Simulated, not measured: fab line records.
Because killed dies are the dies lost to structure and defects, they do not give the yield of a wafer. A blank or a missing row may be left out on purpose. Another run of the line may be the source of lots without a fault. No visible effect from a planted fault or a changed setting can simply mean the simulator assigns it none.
Problem report, 8D (eight disciplines) form, completed by code -- flow gf180mcu -- the parts of the form that need people (team, actions taken, sign-off) are left out

## 1. THE ISSUE
Mean of rfFwdPowerW at GF_POLY_GATE_ETCH_12: 296.3 W across 6 wafers in 2 lots; on wafers with no fault it is 495.5 W (standard deviation 2.1). Measured from the usual mean, that is -95 standard deviations.
The step: etches BARC in N2/H2.
Seen first at day 11 21:25 on rieDiel-02, wafer L315.1. At this step, 18 wafers from 6 lots have a number in the record. Rule for "out" (also "out of limits"): further than 4 standard deviations from the usual mean. The rest of the wafers with a number are treated as sound.

## 2. WHAT IT IS, WHAT IT ISN'T
question,is,is not
which readings at this step,rfFwdPowerW,"drypumpMotorCurrentA, oesProductAu, throttleValvePct"
which lots,"L315, L317","L312, L320, L324, L328"
which wafers of those lots,all that have a number,-
read on which tools,rieDiel-02,"rieDiel-01, rieDiel-03"
when,from day 11 21:25,"up to then (3 sound wafers); but 9 sound wafers of L320, L324, L328 came after"

## 3. WHAT RULES OUT EACH SUSPECT
Counting: a tool stays on the suspect list if, at a process step up to the reading, it processed all lots that are out and no sound lot following the first of them.
- rieDiel-02 at GF_POLY_GATE_ETCH_12 (etches BARC in N2/H2): ruled out as a lasting fault. Following L315 (day 11 21:25), the first lot on it that is out, the sound lots L328 were run on it.
Left after counting: nothing in the record.

## 4. THE CAUSE (what the simulator had put in)
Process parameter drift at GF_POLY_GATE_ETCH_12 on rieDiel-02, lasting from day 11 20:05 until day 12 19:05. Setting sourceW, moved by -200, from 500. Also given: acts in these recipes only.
Counting ruled it out, wrongly.

## 5. SEQUENCE OF EFFECTS, ordered by route
Rows list readings where the struck wafers' mean (over those with a number) sits beyond 3 standard deviations from the usual. Scope: only readings with a usual standard deviation given in the record; hours: median across lots of the time from each lot's start at the first step in this table that gives one to its start at this step; sigmas: change in usual standard deviations.
hours,step,reading,usual,on struck wafers,change,sigmas
0,GF_POLY_GATE_ETCH_12,rfFwdPowerW,495.5 W,296.3,-199.2,-95
It contains these process steps:
- GF_POLY_GATE_ETCH_12: etches BARC in N2/H2.
At these later measuring or inspecting steps, every struck wafer for which the step has a row has a number for every such reading, and none has moved that far: GF_POLY_GATE_THK_MEAS_17, GF_POLY_GATE_CD_MEAS_18.

## 6. WHAT WOULD HAVE CAUGHT IT SOONER
In this record the first reading out of limits was taken at day 11 21:25, 1 hour after the fault began at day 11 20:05.
